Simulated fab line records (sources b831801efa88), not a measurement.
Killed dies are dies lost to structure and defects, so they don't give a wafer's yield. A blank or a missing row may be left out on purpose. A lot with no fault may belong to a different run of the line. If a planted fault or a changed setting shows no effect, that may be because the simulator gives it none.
Chamber matching :: flow gf180mcu :: GF_POLY_GATE_ETCH_13 on rie_si-01 has 4 sister chambers
The step etches poly-Si in HBr/Cl2, stops on SiO2, target depth 198.5 nm, time 69.6 s. 14 wafers are shown with their chamber, then 7 later ones without.

WAFERS PAIRED WITH THEIR CHAMBERS
wafer: L600.1
chamber: 0
drypump_motor_current_A (A): 4.9
throttle_valve_pct (%): 33.690
oes_product_au (a.u.): 0.988

wafer: L600.2
chamber: 1
drypump_motor_current_A (A): 5.9
throttle_valve_pct (%): 33.696
oes_product_au (a.u.): 0.994

wafer: L600.3
chamber: 2
drypump_motor_current_A (A): 6.0
throttle_valve_pct (%): 33.691
oes_product_au (a.u.): 0.984

wafer: L602.1
chamber: 3
drypump_motor_current_A (A): 4.8
throttle_valve_pct (%): 33.681
oes_product_au (a.u.): 0.988

wafer: L602.3
chamber: 1
drypump_motor_current_A (A): 6.0
throttle_valve_pct (%): 33.681
oes_product_au (a.u.): 0.988

wafer: L602.5
chamber: 2
drypump_motor_current_A (A): 6.0
throttle_valve_pct (%): 33.694
oes_product_au (a.u.): 1.002

wafer: L604.3
chamber: 3
drypump_motor_current_A (A): 4.8
throttle_valve_pct (%): 33.693
oes_product_au (a.u.): 0.983

wafer: L604.4
chamber: 0
drypump_motor_current_A (A): 4.9
throttle_valve_pct (%): 33.692
oes_product_au (a.u.): 0.983

wafer: L604.6
chamber: 2
drypump_motor_current_A (A): 6.0
throttle_valve_pct (%): 33.668
oes_product_au (a.u.): 0.986

wafer: L607.3
chamber: 2
drypump_motor_current_A (A): 6.0
throttle_valve_pct (%): 33.672
oes_product_au (a.u.): 0.994

wafer: L607.5
chamber: 3
drypump_motor_current_A (A): 4.8
throttle_valve_pct (%): 33.689
oes_product_au (a.u.): 0.991

wafer: L607.6
chamber: 0
drypump_motor_current_A (A): 4.9
throttle_valve_pct (%): 33.674
oes_product_au (a.u.): 0.984

wafer: L608.2
chamber: 0
drypump_motor_current_A (A): 4.9
throttle_valve_pct (%): 33.690
oes_product_au (a.u.): 0.996

wafer: L608.3
chamber: 3
drypump_motor_current_A (A): 4.8
throttle_valve_pct (%): 33.684
oes_product_au (a.u.): 0.995

SIGNATURES, as means of the wafers listed above
reading: drypump_motor_current_A
chamber 0: 4.900
chamber 1: 5.950
chamber 2: 6.000
chamber 3: 4.800
scatter within a chamber: 0.0224

reading: throttle_valve_pct
chamber 0: 33.68650
chamber 1: 33.68850
chamber 2: 33.68125
chamber 3: 33.68675
scatter within a chamber: 0.00963

reading: oes_product_au
chamber 0: 0.98775
chamber 1: 0.99100
chamber 2: 0.99150
chamber 3: 0.98925
scatter within a chamber: 0.00634
Rule: for each reading, subtract the chamber's mean from the wafer's reading, divide by that reading's scatter and square the result; add these up over the readings and take the root, which gives the wafer's distance from the chamber. The wafer belongs to the nearest chamber; if the next one is less than 2 further off, it can't be placed. The scatter: take each reading less its chamber's mean, square it, sum over the shown wafers, divide by the number of wafers less the number of chambers, and take the root.

WAFERS WITHOUT THEIR CHAMBER
wafer: L608.5
drypump_motor_current_A (A): 4.8
throttle_valve_pct (%): 33.686
oes_product_au (a.u.): 0.993

wafer: L617.2
drypump_motor_current_A (A): 4.9
throttle_valve_pct (%): 33.684
oes_product_au (a.u.): 0.982

wafer: L617.4
drypump_motor_current_A (A): 5.9
throttle_valve_pct (%): 33.686
oes_product_au (a.u.): 0.987

wafer: L617.6
drypump_motor_current_A (A): 4.8
throttle_valve_pct (%): 33.696
oes_product_au (a.u.): 0.988

wafer: L621.3
drypump_motor_current_A (A): 6.0
throttle_valve_pct (%): 33.694
oes_product_au (a.u.): 0.989

wafer: L621.4
drypump_motor_current_A (A): 4.9
throttle_valve_pct (%): 33.677
oes_product_au (a.u.): 0.997

wafer: L621.6
drypump_motor_current_A (A): 4.8
throttle_valve_pct (%): 33.694
oes_product_au (a.u.): 0.993

WHICH CHAMBER EACH WENT THROUGH
wafer: L608.5
from the rows above: 3
in truth: 3

wafer: L617.2
from the rows above: 0
in truth: 0

wafer: L617.4
from the rows above: 1
in truth: 1

wafer: L617.6
from the rows above: 3
in truth: 3

wafer: L621.3
from the rows above: can't be placed: 2 or 1
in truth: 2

wafer: L621.4
from the rows above: 0
in truth: 0

wafer: L621.6
from the rows above: 3
in truth: 3
Correctly placed: 6 of 7. These rows do not allow placing 1 (true chamber among the candidates in 1). 0 placed wrongly.
